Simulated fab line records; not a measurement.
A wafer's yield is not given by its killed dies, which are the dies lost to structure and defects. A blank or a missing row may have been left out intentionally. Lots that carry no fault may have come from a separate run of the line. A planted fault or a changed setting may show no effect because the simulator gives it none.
2 desks, one fault	flow gf180mcu	each desk holds nothing but its own numbers, with what lay behind them at the end

== AT THE METROLOGY DESK ==
Lot by lot, what the gauges showed, no matter which tool ran the lot: averages of those sampled wafers that carry a number. Any lot whose mean is over 4 standard deviations away from the usual mean is out of limits and marked OUT; that distance is given in the brackets.
Columns: A = V5_BOW at GF_V5_BOW_MEAS_05, usual 138 um; B = V5_W_THK at GF_V5_THK_MEAS_25, usual 357 nm
lot	first seen here	A	B
L943	day 26 06:52	121	363
L944	day 26 15:30	138	357
L945	day 26 22:54	156	346
L946	day 27 08:13	144	350
L947	day 27 17:32	148	358
L948	day 27 21:29	132	357
L956	day 30 13:57	132	351
L957	day 30 18:18	133	367
L959	day 31 06:28	152	356
L960	day 31 12:38	131	346
L961	day 31 20:26	143	361
L964	day 32 11:20	122	355
L965	day 32 16:10	134	358
L966	day 33 02:37	144	353
Result from this desk: across the 14 lots, nothing is out of limits.

== DESK OF THE TOOL OWNER: lithoTrack-03 ==
The tool's own readings at GF_VT_IMPLANT_DEVELOP_06 (develop time 60 s): means of the sampled wafers that have a number, for each lot that ran on this tool. Any lot whose mean is over 4 standard deviations away from the usual mean is out of limits and marked OUT; that distance is given in the brackets.
Columns: A = resistLineTempC at GF_VT_IMPLANT_DEVELOP_06, usual 23.01 C
lot	first seen here	A
L943	day 5 14:22	22.94
L948	day 6 20:20	22.99
L956	day 9 02:11	23.05
L957	day 9 05:49	23.05
Result from this desk: across the 4 lots, nothing is out of limits.

== PUT TOGETHER ==
Nothing out of limits was seen by the metrology desk.
The tool owner's desk saw nothing out of limits.

== WHAT HAD BEEN PUT IN BY THE SIMULATOR ==
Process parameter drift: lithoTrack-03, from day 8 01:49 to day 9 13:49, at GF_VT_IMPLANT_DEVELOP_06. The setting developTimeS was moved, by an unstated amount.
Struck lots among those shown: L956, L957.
